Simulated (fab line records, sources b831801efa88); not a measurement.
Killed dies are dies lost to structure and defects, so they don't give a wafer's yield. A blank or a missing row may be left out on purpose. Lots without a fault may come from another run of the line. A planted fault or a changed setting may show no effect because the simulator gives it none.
Which tool did it? | flow gf180mcu | 6 lots, 18 wafers sampled, at 2 steps of a route of 602

WHAT THE GAUGES READ, wafer by wafer
GF_PSD_RS_MEAS_14: measures by four-point-probe.
lot  | measured     | on            | NSD_RS (ohm/sq)
L179 | day 14 17:44 | film_metro-01 | 46.10 46.20 46.12
L181 | day 15 08:12 | film_metro-01 | 46.15 46.12 46.20
L185 | day 16 22:32 | film_metro-04 | 48.95 49.01 48.97
L188 | day 17 22:29 | film_metro-01 | 48.91 48.78 48.98
L196 | day 20 21:11 | film_metro-02 | 46.06 46.02 46.16
L199 | day 22 01:14 | film_metro-02 | 46.18 46.19 46.12

WHICH TOOL RAN EACH LOT (tool, then ch and the chambers of the sampled wafers, then the start)
lot  | GF_PSD_RTA_13
L179 | rtp_anneal-02 ch 0, day 14 17:39
L181 | rtp_anneal-02 ch 0, day 15 08:07
L185 | rtp_anneal-01 ch 0, day 16 22:26
L188 | rtp_anneal-01 ch 0, day 17 22:24
L196 | rtp_anneal-01 ch 0, day 20 21:06
L199 | rtp_anneal-01 ch 0, day 22 01:08
- GF_PSD_RTA_13: time 20 s.

THE ANSWER, worked out from the rows above alone
Rule: what is usual is taken from the lots themselves. Put in order of their means at a reading, lots are off if they are a third of the lots or fewer, leave a main group of 4 or more, and stand apart from it by a gap of 3 or more times the standard deviation of the main group's means; of several such gaps the widest counts. A main group whose means are all the same, to the digits that the tables above print for the reading, isn't used. A lot without any number at a reading at which 4 lots or more have one is off too. The other lots that the step has rows for count as sound.
Off: L185, L188, at GF_PSD_RS_MEAS_14 (NSD_RS). The main group: mean 46.13 ohm/sq, standard deviation 0.033.
A tool fits if, at a process step before that reading, it ran every lot that is off, and no sound lot after the first of them. The gauges at GF_PSD_RS_MEAS_14 are tried like those tools. None of those tried fits.

WHAT THE SIMULATOR HAD PUT IN
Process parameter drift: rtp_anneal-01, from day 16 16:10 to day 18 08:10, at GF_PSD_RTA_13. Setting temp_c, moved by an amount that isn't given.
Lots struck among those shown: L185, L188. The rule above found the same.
